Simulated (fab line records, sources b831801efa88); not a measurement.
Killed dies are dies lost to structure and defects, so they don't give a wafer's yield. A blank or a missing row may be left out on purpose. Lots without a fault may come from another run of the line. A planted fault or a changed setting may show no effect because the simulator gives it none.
fab line records | flow sfq_line | part 1 of 2: steps 1 to 28 of 40
record lots=5 wafers=15 last_day=82
route steps=325 shown I2@108 M3@118 I3@133 M4@148
lots that met no fault: from a run of the same line without faults
start_h: hours from the record's first day to the start of the lot's first wafer shown | wait_h: hours since the lot's step before | " the same as in the row above | L1.1+2: a row that stands for several wafers | - no value, or no start given | * or withheld: withheld | < > ~ a bound
route shown NAME@n: a module of which the file shows steps, and the number in the route of the first | usual: mean/standard deviation of fault-free wafers | same: alike in all rows | chamber/n: place in a boat | sites: the reading at each site | _std_site: their standard deviation | _edge_site: outer sites' mean less inner sites' | radius_mm: how far each site lies from the wafer's centre | mask NAME#n: copy n | behind: the tool/chamber that last shaped the wafer | hold: why the lot was held/for how many hours/how that ended | device: the transistor (n, p or np) that didn't switch | end of line: the same wafers' tests at the end of the route | a step without rows: its recipe alone | killed: dies lost to structure and defects at the first sort, not the wafer's yield | map: a wafer's dies, x killed, . not, _ none there
set.NAME: the setting as run; set.NAME@STEP: as run at that earlier step | model.NAME: the simulator's own value behind a step, which no gauge read
lots at some steps of the route; a table a step, a row a wafer
services: from which hour (start_h, from the record's first day; less than 0 if before it) a tool's chamber was out of use, for how many hours, and why
## steps
# step SFQ_TRILAYER_I2_VIA_LITHO_COAT_067
# recipe resist=KrF spin_rpm=3000 resist_thk_nm=650
# columns lot.wafer tool chamber start_h wait_h
L079.2+4+6 litho_track-01 0 564.76 0.2
L086.2+4+5 litho_track-02 0 661.85 0.2
L087.2+3+4 litho_track-01 0 679.78 0.2
L088.4+5+6 litho_track-01 0 682.95 0.2
L094.1+4+6 litho_track-01 0 720.72 0.2
# step SFQ_TRILAYER_I2_VIA_LITHO_SOFTBAKE_071
# recipe temp_c=withheld time_s=withheld resist=KrF
# columns lot.wafer tool chamber start_h wait_h
L079.2+4+6 litho_track-01 0 565.03 0.2
L086.2+4+5 litho_track-02 0 662.12 0.2
L087.2+3+4 litho_track-01 0 680.05 0.2
L088.4+5+6 litho_track-01 0 683.17 0.2
L094.1+4+6 litho_track-01 0 721.02 0.2
# step SFQ_TRILAYER_I2_VIA_LITHO_EXPOSE_068
# recipe mask_id=I2 na=0.6 source_shape=conventional sigma_outer=0.65 target_cd_nm=500 dose_mj=21.3
# usual exposure_dose_mJ_cm2=21.298/0.02 stage_vel_mm_s=499.94/0.27
# same na=0.6
# columns lot.wafer tool chamber start_h wait_h mask exposure_dose_mJ_cm2 stage_vel_mm_s
L079.2 krf_scanner-02 0 565.48 - I2#0 21.310 500.00
L079.4 " 0 " " I2#0 21.309 499.44
L079.6 " 0 " " I2#0 21.330 499.81
L086.2 krf_scanner-02 0 671.39 - I2#0 21.276 499.80
L086.4 " 0 " " I2#0 21.300 500.10
L086.5 " 0 " " I2#0 21.307 499.70
L087.2 krf_scanner-02 0 680.99 - I2#0 21.318 500.35
L087.3 " 0 " " I2#0 21.314 500.12
L087.4 " 0 " " I2#0 21.315 500.11
L088.4 krf_scanner-02 0 683.85 - I2#0 21.285 499.69
L088.5 " 0 " " I2#0 21.286 499.56
L088.6 " 0 " " I2#0 21.282 499.45
L094.1 krf_scanner-02 0 733.65 - I2#0 21.307 500.28
L094.4 " 0 " " I2#0 21.320 500.28
L094.6 " 0 " " I2#0 21.269 500.27
# step SFQ_TRILAYER_I2_VIA_LITHO_PEB_070
# recipe peb_temp_c=115 peb_time_s=60 resist=KrF
# columns lot.wafer tool chamber start_h wait_h
L079.2+4+6 litho_track-02 0 566.51 0.8
L086.2+4+5 litho_track-03 0 672.41 0.8
L087.2+3+4 litho_track-03 0 682.01 0.8
L088.4+5+6 litho_track-01 0 684.52 0.5
L094.1+4+6 litho_track-03 0 734.85 1.0
# step SFQ_TRILAYER_I2_VIA_LITHO_DEVELOP_069
# recipe time_s=60 resist=KrF
# columns lot.wafer tool chamber start_h wait_h
L079.2+4+6 litho_track-02 0 566.66 0.1
L086.2+4+5 litho_track-03 0 672.56 0.1
L087.2+3+4 litho_track-03 0 682.16 0.1
L088.4+5+6 litho_track-01 0 684.67 0.1
L094.1+4+6 litho_track-03 0 735.00 0.1
# step SFQ_I2_OVL_MEAS_918
# usual I2_OVL=-2/5.5
# columns lot.wafer tool chamber start_h wait_h I2_OVL[nm]
L079.2 overlay-01 - 566.79 0.1 -6
L079.4 " - " " -6
L079.6 " - " " -8
L086.2 overlay-01 - 672.69 0.1 -2
L086.4 " - " " -2
L086.5 " - " " 5
L087.2 overlay-01 - 682.29 0.1 -1
L087.3 " - " " 4
L087.4 " - " " -6
L088.4 overlay-02 - 684.76 0.1 -4
L088.5 " - " " -6
L088.6 " - " " -6
L094.1 overlay-02 - 735.15 0.1 -2
L094.4 " - " " 5
L094.6 " - " " 7
# step SFQ_TRILAYER_I2_VIA_BARC_OPEN_VIA_ETCH_096
# recipe mask_material=PR chemistry=O2 target_depth_nm=125 target=BARC source_w=500 bias_w=80 pressure_mtorr=30 time_s=41.7
# usual drypump_motor_current_A=5.7/0.38 oes_product_au=0.685/0.0044
# columns lot.wafer tool chamber start_h wait_h drypump_motor_current_A oes_product_au rf_hours_counter_h
L079.2 rie_diel-01 2 566.82 0.0 5.7 0.687 34
L079.4 " 0 " " 5.8 0.685 -
L079.6 " 2 " " 5.7 0.688 -
L086.2 rie_diel-04 0 672.72 0.0 6.1 0.681 20
L086.4 " 1 " " 4.8 0.683 9
L086.5 " 3 " " 5.6 0.689 -
L087.2 rie_diel-03 3 682.32 0.0 5.7 0.688 12
L087.3 " 1 " " 5.6 0.683 36
L087.4 " 0 " " 6.4 0.690 26
L088.4 rie_diel-04 0 684.78 0.0 6.2 0.688 20
L088.5 " 1 " " 4.8 0.686 -
L088.6 " 0 " " 6.1 0.691 -
L094.1 rie_diel-03 3 735.19 0.0 5.7 0.684 13
L094.4 " 0 " " 6.3 0.688 27
L094.6 " 3 " " 5.8 0.686 -
# step SFQ_TRILAYER_I2_VIA_ETCH_VIA_ETCH_070
# recipe target=SiO2 stop_on=Nb mask_material=PR taper_deg=20 chemistry=CHF3 target_depth_nm=260 source_w=500 bias_w=80 pressure_mtorr=30 time_s=withheld
# usual drypump_motor_current_A=5.7/0.38 oes_product_au=0.853/0.0048
# columns lot.wafer tool chamber start_h wait_h drypump_motor_current_A oes_product_au
L079.2 rie_diel-01 2 566.86 0.0 5.7 0.860
L079.4 " 0 " " 5.8 0.852
L079.6 " 2 " " 5.7 0.855
L086.2 rie_diel-04 0 672.76 0.0 6.1 0.857
L086.4 " 1 " " 4.8 0.857
L086.5 " 3 " " 5.6 0.858
L087.2 rie_diel-03 3 682.36 0.0 5.7 0.839
L087.3 " 1 " " 5.6 0.854
L087.4 " 0 " " 6.3 0.847
L088.4 rie_diel-04 0 684.82 0.0 6.1 0.852
L088.5 " 1 " " 4.8 0.855
L088.6 " 0 " " 6.1 0.858
L094.1 rie_diel-03 3 735.23 0.0 5.8 0.853
L094.4 " 0 " " 6.3 0.855
L094.6 " 3 " " 5.8 0.854
# step SFQ_TRILAYER_I2_VIA_STRIP_STRIP_071
# recipe gas=O2 power_w=200 platen_temp_c=40 overash_fraction=0.65 chemistry=O2 pressure_mtorr=50
# usual drypump_motor_current_A=5.8/0.53 oes_product_au=1.000/0.0065
# columns lot.wafer tool chamber start_h wait_h drypump_motor_current_A oes_product_au rf_hours_counter_h
L079.2 rie_metal-04 1 566.97 - 5.3 1.017 40
L079.4 " 1 " " 5.3 1.001 -
L079.6 " 0 " " 6.2 1.001 -
L086.2 rie_metal-03 1 672.88 - 5.0 0.993 11
L086.4 " 1 " " 5.0 0.995 -
L086.5 " 1 " " 5.0 1.001 -
L087.2 rie_metal-02 1 682.48 - 5.9 0.992 64
L087.3 " 0 " " 6.6 0.997 -
L087.4 " 1 " " 5.9 0.993 -
L088.4 rie_metal-03 0 685.14 - 6.0 1.006 -
L088.5 " 0 " " 6.0 0.995 -
L088.6 " 1 " " 5.0 0.993 -
L094.1 rie_metal-03 0 735.34 - 5.9 1.004 89
L094.4 " 0 " " 6.0 1.011 -
L094.6 " 0 " " 5.9 0.997 -
# step SFQ_TRILAYER_I2_VIA_STRIP_SOLV_CLEAN_072
# recipe chemistry=NMP temp_c=70 time_s=600
# columns lot.wafer tool chamber start_h wait_h
L079.2+4+6 wet_bench-04 0,5,2 567.57 0.4
L086.2+4+5 wet_bench-02 6,4,5 673.68 0.5
L087.2+3+4 wet_bench-03 3,6,5 683.08 0.4
L088.4+5+6 wet_bench-02 3,0,2 685.54 0.2
L094.1+4+6 wet_bench-02 1,3,5 735.94 0.4
# step SFQ_TRILAYER_M3_DEP_PRE_CLEAN_074
# recipe gas=Ar time_s=22.5 bias_v=250
# columns lot.wafer tool chamber start_h wait_h
L079.2+4+6 pvd_sputter-04 - 567.74 0.0
L086.2+4+5 pvd_sputter-05 - 673.87 0.0
L087.2+3+4 pvd_sputter-04 - 683.25 0.0
L088.4+5+6 pvd_sputter-05 - 685.71 0.0
L094.1+4+6 pvd_sputter-03 - 736.13 0.0
# step SFQ_TRILAYER_M3_DEP_SPUTTER_073
# recipe material=Nb base_pressure_pa=1.33e-06 chamber_pressure_pa=0.1333 substrate_temp_c=20 resputter_cathode_voltage_v=400 target_thk_nm=200 power_w=2000 time_s=133.3
# usual throttle_valve_pct=30.0/1.1
# columns lot.wafer tool chamber start_h wait_h throttle_valve_pct
L079.2 pvd_sputter-04 - 567.77 0.0 29.8
L079.4 " - " " 30.5
L079.6 " - " " 28.6
L086.2 pvd_sputter-05 - 673.90 0.0 31.3
L086.4 " - " " 31.8
L086.5 " - " " 29.9
L087.2 pvd_sputter-04 - 683.28 0.0 30.5
L087.3 " - " " 28.9
L087.4 " - " " 29.9
L088.4 pvd_sputter-05 - 685.74 0.0 31.7
L088.5 " - " " 28.4
L088.6 " - " " 31.8
L094.1 pvd_sputter-03 - 736.16 0.0 29.2
L094.4 " - " " 30.3
L094.6 " - " " 30.6
# step SFQ_M3_RS_MEAS_919
# recipe thk_meas_gauge=four-point-probe reads=Nb_of_TRILAYER_M3_DEP_SPUTTER_073
# usual M3_NB_RS=0.890/0.008
# columns lot.wafer tool chamber start_h wait_h M3_NB_RS[ohm/sq]
L079.2 film_metro-03 - 567.88 0.1 0.885
L079.4 " - " " 0.887
L079.6 " - " " 0.882
L086.2 film_metro-02 - 674.01 0.1 0.898
L086.4 " - " " 0.900
L086.5 " - " " 0.906
L087.2 film_metro-03 - 683.39 0.1 0.893
L087.3 " - " " 0.883
L087.4 " - " " 0.894
L088.4 film_metro-04 - 685.89 0.1 0.885
L088.5 " - " " 0.894
L088.6 " - " " 0.889
L094.1 film_metro-04 - 736.25 0.0 0.875
L094.4 " - " " 0.875
L094.6 " - " " 0.876
# step SFQ_TRILAYER_M3_LITHO_COAT_080
# recipe resist=BARC spin_rpm=3000 resist_thk_nm=62
# columns lot.wafer tool chamber start_h wait_h
L079.2+4+6 litho_track-01 0 568.09 0.1
L086.2+4+5 litho_track-01 0 674.23 0.1
L087.2+3+4 litho_track-04 0 683.60 0.1
L088.4+5+6 litho_track-04 0 686.16 0.2
L094.1+4+6 litho_track-03 0 736.43 0.1
# step SFQ_TRILAYER_M3_LITHO_COAT_075
# recipe resist=KrF spin_rpm=3000 resist_thk_nm=600
# columns lot.wafer tool chamber start_h wait_h
L079.2+4+6 litho_track-01 0 568.39 0.2
L086.2+4+5 litho_track-01 0 674.53 0.2
L087.2+3+4 litho_track-04 0 683.90 0.2
L088.4+5+6 litho_track-04 0 686.46 0.2
L094.1+4+6 litho_track-03 0 736.73 0.2
# step SFQ_TRILAYER_M3_LITHO_SOFTBAKE_079
# recipe temp_c=withheld time_s=withheld resist=KrF
# columns lot.wafer tool chamber start_h wait_h
L079.2+4+6 litho_track-01 0 568.67 0.2
L086.2+4+5 litho_track-01 0 674.80 0.2
L087.2+3+4 litho_track-04 0 684.18 0.2
L088.4+5+6 litho_track-04 0 686.69 0.2
L094.1+4+6 litho_track-03 0 737.03 0.2
# step SFQ_TRILAYER_M3_LITHO_EXPOSE_076
# recipe mask_id=M3 na=0.6 source_shape=conventional sigma_outer=0.65 target_cd_nm=500 dose_mj=14.4
# usual exposure_dose_mJ_cm2=14.400/0.013 stage_vel_mm_s=500.00/0.24
# same na=0.6
# columns lot.wafer tool chamber start_h wait_h mask exposure_dose_mJ_cm2 stage_vel_mm_s
L079.2 krf_scanner-01 0 717.92 - M3#0 14.390 499.52
L079.4 " 0 " " M3#0 14.400 500.39
L079.6 " 0 " " M3#0 14.392 499.90
L086.2 krf_scanner-02 0 817.47 - M3#0 14.397 499.94
L086.4 " 0 " " M3#0 14.404 499.75
L086.5 " 0 " " M3#0 14.408 499.93
L087.2 krf_scanner-02 0 829.47 - M3#0 14.387 500.61
L087.3 " 0 " " M3#0 14.385 500.09
L087.4 " 0 " " M3#0 14.397 499.91
L088.4 krf_scanner-02 0 833.47 - M3#0 14.395 499.98
L088.5 " 0 " " M3#0 14.384 500.36
L088.6 " 0 " " M3#0 14.372 499.95
L094.1 krf_scanner-02 0 878.72 - M3#0 14.405 499.97
L094.4 " 0 " " M3#0 14.401 499.77
L094.6 " 0 " " M3#0 14.397 500.06
# step SFQ_TRILAYER_M3_LITHO_PEB_078
# recipe peb_temp_c=115 peb_time_s=60 resist=KrF
# columns lot.wafer tool chamber start_h wait_h
L079.2+4+6 litho_track-01 0 718.95 0.8
L086.2+4+5 litho_track-01 0 818.50 0.8
L087.2+3+4 litho_track-01 0 830.50 0.8
L088.4+5+6 litho_track-03 0 834.15 0.5
L094.1+4+6 litho_track-03 0 879.92 1.0
# step SFQ_TRILAYER_M3_LITHO_DEVELOP_077
# recipe time_s=60 resist=KrF
# columns lot.wafer tool chamber start_h wait_h
L079.2+4+6 litho_track-01 0 719.10 0.1
L086.2+4+5 litho_track-01 0 818.65 0.1
L087.2+3+4 litho_track-01 0 830.65 0.1
L088.4+5+6 litho_track-03 0 834.30 0.1
L094.1+4+6 litho_track-03 0 880.07 0.1
# step SFQ_M3_OVL_MEAS_921
# usual M3_OVL=-1/4.8
# columns lot.wafer tool chamber start_h wait_h M3_OVL[nm]
L079.2 overlay-02 - 719.23 0.1 -5
L079.4 " - " " -4
L079.6 " - " " 4
L086.2 overlay-02 - 818.78 0.1 2
L086.4 " - " " 8
L086.5 " - " " 2
L087.2 overlay-02 - 830.78 0.1 -3
L087.3 " - " " -3
L087.4 " - " " 1
L088.4 overlay-01 - 834.39 0.1 6
L088.5 " - " " -1
L088.6 " - " " 3
L094.1 overlay-01 - 880.22 0.1 1
L094.4 " - " " 4
L094.6 " - " " -4
# step SFQ_TRILAYER_M3_BARC_OPEN_METAL_ETCH_100
# recipe mask_material=PR chemistry=O2 target_depth_nm=125 target=BARC icp_w=600 bias_w=80 pressure_mtorr=10 time_s=41.7
# usual drypump_motor_current_A=5.7/0.5 oes_product_au=0.685/0.0043
# columns lot.wafer tool chamber start_h wait_h drypump_motor_current_A oes_product_au rf_hours_counter_h
L079.2 rie_metal-01 1 719.26 0.0 5.7 0.678 99
L079.4 " 1 " " 5.6 0.682 -
L079.6 " 0 " " 5.3 0.686 -
L086.2 rie_metal-02 0 818.81 0.0 6.6 0.689 33
L086.4 " 1 " " 6.0 0.679 -
L086.5 " 1 " " 5.9 0.682 -
L087.2 rie_metal-03 1 830.81 0.0 5.0 0.693 36
L087.3 " 1 " " 5.0 0.677 -
L087.4 " 0 " " 5.9 0.690 -
L088.4 rie_metal-01 0 834.43 0.0 5.3 0.679 -
L088.5 " 0 " " 5.3 0.687 -
L088.6 " 1 " " 5.7 0.682 -
L094.1 rie_metal-03 0 880.26 0.0 6.0 0.689 112
L094.4 " 0 " " 6.0 0.677 -
L094.6 " 1 " " 5.0 0.681 -
# step SFQ_TRILAYER_M3_ETCH_METAL_ETCH_078
# recipe target=Nb stop_on=SiO2 mask_material=PR chemistry=Cl2/Ar target_depth_nm=240 icp_w=600 bias_w=80 pressure_mtorr=10 time_s=120
# usual drypump_motor_current_A=5.7/0.5 oes_product_au=0.894/0.0066
# columns lot.wafer tool chamber start_h wait_h drypump_motor_current_A oes_product_au rf_hours_counter_h
L079.2 rie_metal-01 1 719.32 0.0 5.7 0.895 99
L079.4 " 1 " " 5.7 0.893 -
L079.6 " 0 " " 5.3 0.903 -
L086.2 rie_metal-02 0 818.89 0.1 6.6 0.886 33
L086.4 " 1 " " 6.0 0.884 -
L086.5 " 1 " " 5.9 0.879 -
L087.2 rie_metal-03 1 830.87 0.0 5.0 0.892 36
L087.3 " 1 " " 5.0 0.898 -
L087.4 " 0 " " 6.0 0.896 -
L088.4 rie_metal-01 0 834.51 0.1 5.3 0.903 -
L088.5 " 0 " " 5.3 0.895 -
L088.6 " 1 " " 5.7 0.903 -
L094.1 rie_metal-03 0 880.32 0.0 6.0 0.899 112
L094.4 " 0 " " 6.0 0.904 -
L094.6 " 1 " " 5.0 0.900 -
# step SFQ_TRILAYER_M3_STRIP_STRIP_079
# recipe gas=O2 power_w=200 platen_temp_c=40 overash_fraction=0.65 chemistry=O2 pressure_mtorr=50
# usual drypump_motor_current_A=5.7/0.5 oes_product_au=0.997/0.008
# columns lot.wafer tool chamber start_h wait_h drypump_motor_current_A oes_product_au rf_hours_counter_h
L079.2 rie_metal-01 1 719.44 0.1 5.7 0.994 99
L079.4 " 1 " " 5.7 0.999 -
L079.6 " 0 " " 5.3 0.982 -
L086.2 rie_metal-02 0 819.05 0.1 6.6 0.985 33
L086.4 " 1 " " 6.0 0.987 -
L086.5 " 1 " " 5.9 0.990 -
L087.2 rie_metal-03 1 830.99 0.1 5.0 1.005 37
L087.3 " 1 " " 5.0 0.997 -
L087.4 " 0 " " 6.0 0.999 -
L088.4 rie_metal-01 0 834.79 0.2 5.4 1.005 -
L088.5 " 0 " " 5.3 0.999 -
L088.6 " 1 " " 5.7 0.995 -
L094.1 rie_metal-03 0 880.44 0.1 6.0 1.009 112
L094.4 " 0 " " 5.9 1.008 -
L094.6 " 1 " " 5.0 0.995 -
# step SFQ_TRILAYER_M3_STRIP_SOLV_CLEAN_080
# recipe chemistry=NMP temp_c=70 time_s=600
# columns lot.wafer tool chamber start_h wait_h
L079.2+4+6 wet_bench-01 6,5,4 720.04 0.4
L086.2+4+5 wet_bench-03 0,5,1 819.85 0.5
L087.2+3+4 wet_bench-01 1,2,5 831.59 0.4
L088.4+5+6 wet_bench-02 1,5,6 835.19 0.2
L094.1+4+6 wet_bench-01 3,5,1 881.04 0.4
# step SFQ_TRILAYER_I3_DEP_PECVD_081
# recipe material=SiO2 temp_c=150 time_s=111.11 pressure_torr=2.4 rf_w=183.3 precursor=SiH4/N2O target_thk_nm=500
# usual heater_power_w=79/16 showerhead_vpp_V=827/36 throttle_valve_pct=24.5/1.3
# columns lot.wafer tool chamber start_h wait_h heater_power_w showerhead_vpp_V throttle_valve_pct
L079.2 pecvd-02 2 720.22 0.0 89 860 25.1
L079.4 " 2 " " 71 883 24.9
L079.6 " 0 " " 66 888 23.3
L086.2 pecvd-01 2 820.03 0.0 59 788 24.4
L086.4 " 2 " " 60 777 24.5
L086.5 " 0 " " 104 803 23.6
L087.2 pecvd-02 2 831.77 0.0 86 862 25.8
L087.3 " 0 " " 77 889 23.7
L087.4 " 1 " " 52 827 23.1
L088.4 pecvd-01 1 835.41 0.0 84 798 22.6
L088.5 " 2 " " 53 778 24.7
L088.6 " 0 " " 110 793 23.9
L094.1 pecvd-02 0 881.22 0.0 75 883 23.8
L094.4 " 0 " " 78 892 23.7
L094.6 " 2 " " 83 878 25.4
# step SFQ_TRILAYER_I3_CMP_CMP_082
# recipe material=SiO2 down_force_psi=3 platen_rpm=60 pad_velocity_m_s=0.94248
# usual motor_current_A=10.6/0.55 time_to_endpoint_s=216/6.5
# columns lot.wafer tool chamber start_h wait_h motor_current_A time_to_endpoint_s
L079.2 cmp-02 3 722.10 1.8 10.5 217
L079.4 " 1 723.10 2.8 10.3 219
L079.6 " 3 724.10 3.8 10.6 212
L086.4 cmp-01 1 832.21 12.1 10.8 215
L086.2 " 2 " " 10.7 208
L086.5 " 0 833.71 13.6 10.8 216
L087.2 cmp-02 1 840.61 8.8 9.7 225
L087.3 " 2 " " 11.1 221
L087.4 " 3 " " 10.9 215
L088.4 cmp-01 2 841.71 6.3 10.8 210
L088.6 " 3 " " 10.7 217
L088.5 " 0 " " 10.3 213
L094.1 cmp-01 0 894.71 13.5 10.7 206
L094.4 " 2 895.71 14.4 10.4 210
L094.6 " 0 896.71 15.4 11.2 212
# step SFQ_I3_BOW_MEAS_922
# recipe mode=bow
# usual I3_BOW=2/8.3
# columns lot.wafer tool chamber start_h wait_h I3_BOW[um]
L079.2 film_metro-01 - 725.12 2.5 -6
L079.4 " - " " -9
L079.6 " - " " 9
L086.2 film_metro-02 - 834.23 1.0 11
L086.4 " - " " 6
L086.5 " - " " 0
L087.2 film_metro-02 - 843.13 2.0 10
L087.3 " - " " 1
L087.4 " - " " 15
L088.4 film_metro-01 - 843.27 1.1 5
L088.5 " - " " 1
L088.6 " - " " 3
L094.1 film_metro-02 - 897.21 2.0 12
L094.4 " - " " 29
L094.6 " - " " 5
# step SFQ_TRILAYER_I3_METRO_MEASURE_083
# usual thk_nm=200.0/0.94
# columns lot.wafer tool chamber start_h wait_h thk_nm
L079.2 film_metro-01 - 725.42 0.3 200.6
L079.4 " - " " 199.2
L079.6 " - " " 199.4
L086.2 film_metro-02 - 834.53 0.3 200.5
L086.4 " - " " 200.7
L086.5 " - " " 201.0
L087.2 film_metro-02 - 843.43 0.3 201.0
L087.3 " - " " 201.1
L087.4 " - " " 200.5
L088.4 film_metro-01 - 843.93 0.6 199.9
L088.5 " - " " 199.1
L088.6 " - " " 198.9
L094.1 film_metro-02 - 897.33 0.1 200.4
L094.4 " - " " 200.8
L094.6 " - " " 198.9
